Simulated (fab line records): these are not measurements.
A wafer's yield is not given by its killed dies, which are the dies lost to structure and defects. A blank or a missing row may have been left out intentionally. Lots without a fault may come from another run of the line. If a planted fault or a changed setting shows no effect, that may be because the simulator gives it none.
Check for tools in common -- flow sky130 -- 33 wafers sampled across 11 lots

WHAT PROMPTED THE OPENING
SKY_LDD_HVN_OVL_MEAS_07, reading LDD_HVN_OVL: flagged on 2 of 11 lots. Fault-free wafers read -1.0 nm, with a standard deviation of 1.3.
Rule: a lot is flagged in two cases, either no wafer of it has a number, or all its wafers with numbers fall more than 4 standard deviations from that mean. The other lots count as sound.

lot,measured,on,"LDD_HVN_OVL (nm), wafer by wafer",flag
L587,day 20 16:31,overlay-02,-3.0 -2.0 -3.6,
L589,day 21 12:22,overlay-01,-2.3 -3.5 -3.0,
L588,day 21 16:01,overlay-01,-0.6 0.5 -1.9,
L595,day 23 11:26,overlay-02,-0.6 -1.2 0.8,
L596,day 23 17:08,overlay-01,-72.7 -73.0 -72.3,FLAGGED
L597,day 24 05:37,overlay-01,-72.5 -73.2 -71.9,FLAGGED
L599,day 24 20:43,overlay-01,1.1 0.0 2.1,
L600,day 25 07:02,overlay-01,-1.9 -0.4 -0.9,
L601,day 25 10:32,overlay-02,-1.2 -0.7 -1.5,
L603,day 26 00:05,overlay-02,0.8 -2.3 -2.0,
L610,day 28 11:50,overlay-02,1.3 -2.0 1.2,
On average the flagged lots' numbers are -72.6 nm, which is -71.6 nm against the usual, or -55 standard deviations.

EACH LOT AND THE TOOL IT RAN ON
The record keeps 1 process step preceding the reading, out of 708 steps on the route. Read each cell as the tool, then ch plus the chambers that the sampled wafers visited, then the start.
lot,flag,SKY_LDD_HVN_EXPOSE_04
L587,,"iline_stepper-01 ch 0, day 20 01:31"
L589,,"iline_stepper-02 ch 0, day 20 21:24"
L588,,"iline_stepper-02 ch 0, day 21 00:40"
L595,,"iline_stepper-02 ch 0, day 22 20:25"
L596,FLAGGED,"iline_stepper-01 ch 0, day 23 02:33"
L597,FLAGGED,"iline_stepper-01 ch 0, day 23 15:10"
L599,,"iline_stepper-02 ch 0, day 24 06:32"
L600,,"iline_stepper-02 ch 0, day 24 16:26"
L601,,"iline_stepper-02 ch 0, day 24 19:52"
L603,,"iline_stepper-02 ch 0, day 25 09:52"
L610,,"iline_stepper-02 ch 0, day 27 21:51"
These steps, and what they do:
- SKY_LDD_HVN_EXPOSE_04: exposes mask HVNTM, target cd 700 nm.
- SKY_LDD_HVN_OVL_MEAS_07

FLAGGED AGAINST TOTAL, ONE TOOL AT A TIME (gauges that did the reading follow at the end)
step,tool,lots run,flagged,share of the flagged lots,sound lots run after its first flagged lot
SKY_LDD_HVN_EXPOSE_04,iline_stepper-01,3,2,all,0
SKY_LDD_HVN_EXPOSE_04,iline_stepper-02,8,0,none,-
SKY_LDD_HVN_OVL_MEAS_07,overlay-01,6,2,all,"2 (L599,L600)"
SKY_LDD_HVN_OVL_MEAS_07,overlay-02,5,0,none,-

WHAT THE TABLE PERMITS
Every flagged lot went through 2 rows of the table: iline_stepper-01 at SKY_LDD_HVN_EXPOSE_04 and overlay-01 at SKY_LDD_HVN_OVL_MEAS_07.
- iline_stepper-01 at SKY_LDD_HVN_EXPOSE_04 ran 3 lots, 2 of them flagged. Its last sound lot is L587 (day 20 01:31), its first flagged lot L596 (day 23 02:33): a fault that began between those two fits.
- overlay-01 at SKY_LDD_HVN_OVL_MEAS_07 ran 6 lots, 2 of them flagged. Sound lots followed the first flagged one (L599, L600) on it, something a lasting fault affecting the whole tool could not allow.
Left over: one tool, iline_stepper-01 at SKY_LDD_HVN_EXPOSE_04.

WHAT THE SIMULATOR HAD PUT IN
Scanner matching overlay: iline_stepper-01, from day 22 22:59 on, at SKY_LDD_HVN_EXPOSE_04. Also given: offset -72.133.
Shown lots that were struck: L596, L597. The same result came from the rule above.
